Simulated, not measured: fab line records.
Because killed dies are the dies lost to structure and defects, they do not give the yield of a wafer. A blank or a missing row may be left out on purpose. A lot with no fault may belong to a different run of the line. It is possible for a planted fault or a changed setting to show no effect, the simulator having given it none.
What tool caused it?	flow sky130	12 lots, 36 wafers sampled, at 4 steps of a route of 708

## WHAT THE GAUGES SHOWED, per wafer
SKY_SD_P_CD_MEAS_07: the cd target is 380 nm. Usual: cdNm at 379.5 nm, with a standard deviation of 2.7.
lot	measured	on	cdNm (nm)	flag
L696	day 26 03:31	cdSem-02	380.0 384.8 382.5	
L697	day 26 04:27	cdSem-02	378.6 376.6 377.5	
L699	day 27 08:17	cdSem-02	380.1 378.3 379.2	
L700	day 27 07:58	cdSem-02	380.2 380.3 381.9	
L701	day 27 20:56	cdSem-01	372.4 376.2 372.8	
L702	day 27 18:46	cdSem-01	378.6 377.6 377.9	
L704	day 28 06:46	cdSem-02	378.0 377.5 377.2	
L706	day 29 00:20	cdSem-01	378.2 382.0 379.7	
L716	day 32 02:57	cdSem-02	378.1 378.1 379.5	
L717	day 32 17:42	cdSem-02	384.3 378.6 378.2	
L718	day 32 20:59	cdSem-01	378.3 378.7 380.0	
L719	day 32 21:34	cdSem-02	382.3 381.3 383.0	

SKY_SD_N_TW_MEAS_12. Usual: SD_N_TW typically reads 3936, with standard deviation 46.
lot	measured	on	SD_N_TW	flag
L696	day 28 13:19	filmMetro-02	3944 3968 3945	
L697	day 28 14:20	filmMetro-02	3963 3952 3948	
L699	day 29 17:53	filmMetro-01	3922 3902 3917	
L700	day 29 17:35	filmMetro-02	3960 3966 3954	
L701	day 30 04:53	filmMetro-03	3912 3905 3896	
L702	day 30 03:21	filmMetro-02	3971 3963 3955	
L704	day 30 15:26	filmMetro-02	4000 3977 3991	
L706	day 31 08:13	filmMetro-02	4010 3993 3989	
L716	day 34 06:56	filmMetro-01	3860 3874 3861	
L717	day 35 00:29	filmMetro-03	3910 3944 3932	
L718	day 35 03:10	filmMetro-03	3899 3920 3895	
L719	day 35 04:20	filmMetro-02	3989 3991 3984	

## WHICH TOOL RAN EACH LOT (tool, then ch and the chambers of the sampled wafers, then the start)
lot	SKY_NWELL_EXPOSE_20	SKY_RES_PROTECT_STRIP_07
L696	ilineStepper-02 ch 0, day 5 00:39	plasmaAsher-02 ch 0,1, day 15 18:27
L697	ilineStepper-01 ch 0, day 5 07:01	plasmaAsher-04 ch 0,1, day 15 18:45
L699	ilineStepper-02 ch 0, day 6 00:27	plasmaAsher-02 ch 0,1, day 16 23:17
L700	ilineStepper-01 ch 0, day 6 04:39	plasmaAsher-02 ch 0,1, day 16 22:36
L701	ilineStepper-02 ch 0, day 6 12:26	plasmaAsher-04 ch 0,1, day 17 13:06
L702	ilineStepper-02 ch 0, day 6 16:26	plasmaAsher-03 ch 0,1, day 17 11:06
L704	ilineStepper-02 ch 0, day 6 22:06	plasmaAsher-02 ch 0,1, day 18 00:27
L706	ilineStepper-02 ch 0, day 7 12:02	plasmaAsher-02 ch 0,1, day 18 17:50
L716	ilineStepper-02 ch 0, day 9 23:50	plasmaAsher-04 ch 0,1, day 22 06:51
L717	ilineStepper-01 ch 0, day 10 09:10	plasmaAsher-03 ch 0,1, day 22 22:27
L718	ilineStepper-02 ch 0, day 10 14:59	plasmaAsher-04 ch 0,1, day 23 02:52
L719	ilineStepper-01 ch 0, day 10 18:40	plasmaAsher-02 ch 0,1, day 23 06:28
- SKY_NWELL_EXPOSE_20: exposes mask NWM COMPLEMENT, target cd 840 nm.
- SKY_RES_PROTECT_STRIP_07: strips in O2/N2.

## WHAT THE TOOLS THEMSELVES READ (means of the sampled wafers that have a number; where no wafer has one, the mark that the record gives instead)
SKY_NWELL_EXPOSE_20. Usual: reticleTempC at 23.02 C, with a standard deviation of 0.12.
lot	tool	reticleTempC (C)	flag
L696	ilineStepper-02	23.10	
L697	ilineStepper-01	23.13	
L699	ilineStepper-02	23.06	
L700	ilineStepper-01	23.00	
L701	ilineStepper-02	23.13	
L702	ilineStepper-02	22.88	
L704	ilineStepper-02	23.12	
L706	ilineStepper-02	22.98	
L716	ilineStepper-02	23.03	
L717	ilineStepper-01	23.18	
L718	ilineStepper-02	22.98	
L719	ilineStepper-01	22.91	

SKY_RES_PROTECT_STRIP_07. Usual: drypumpMotorCurrentA 5.7 A, standard deviation 0.52; n2FlowSccm 300.0 sccm, standard deviation 0.97; oesProductAu 0.517 a.u., standard deviation 0.0052; stripTimeToEndpointS 23.29 s, standard deviation 0.037.
lot	tool	drypumpMotorCurrentA (A)	n2FlowSccm (sccm)	oesProductAu (a.u.)	stripTimeToEndpointS (s)	flag
L696	plasmaAsher-02	5.4	300.2	0.518	23.30	
L697	plasmaAsher-04	6.2	298.4	0.516	23.29	
L699	plasmaAsher-02	5.5	300.0	0.514	23.29	
L700	plasmaAsher-02	5.5	300.9	0.517	23.25	
L701	plasmaAsher-04	6.3	298.8	0.519	23.30	
L702	plasmaAsher-03	5.1	300.1	0.517	23.30	
L704	plasmaAsher-02	5.3	300.3	0.512	23.28	
L706	plasmaAsher-02	5.5	299.1	0.519	23.25	
L716	plasmaAsher-04	6.3	300.2	0.517	23.29	
L717	plasmaAsher-03	5.1	300.1	0.515	23.22	
L718	plasmaAsher-04	6.2	300.5	0.512	23.24	
L719	plasmaAsher-02	5.4	300.3	0.514	23.24	

## THE ANSWER, worked out from the rows above alone
Rule: take the mean of a lot's wafers that have a number; if it is more than 3 standard deviations from the usual mean, the lot is off. A lot without any number at a reading at which 4 lots or more have one is off too. The other lots that the step has rows for count as sound. First the gauges in route order, then the tools' own readings, where a lot's mean is used as printed above. At the first step where some lot is off, the reading lying furthest off is the one used; lots without a number count as furthest.
Across all readings shown, no lot is off: no conclusion can be drawn from this.

## WHAT HAD BEEN PUT IN BY THE SIMULATOR
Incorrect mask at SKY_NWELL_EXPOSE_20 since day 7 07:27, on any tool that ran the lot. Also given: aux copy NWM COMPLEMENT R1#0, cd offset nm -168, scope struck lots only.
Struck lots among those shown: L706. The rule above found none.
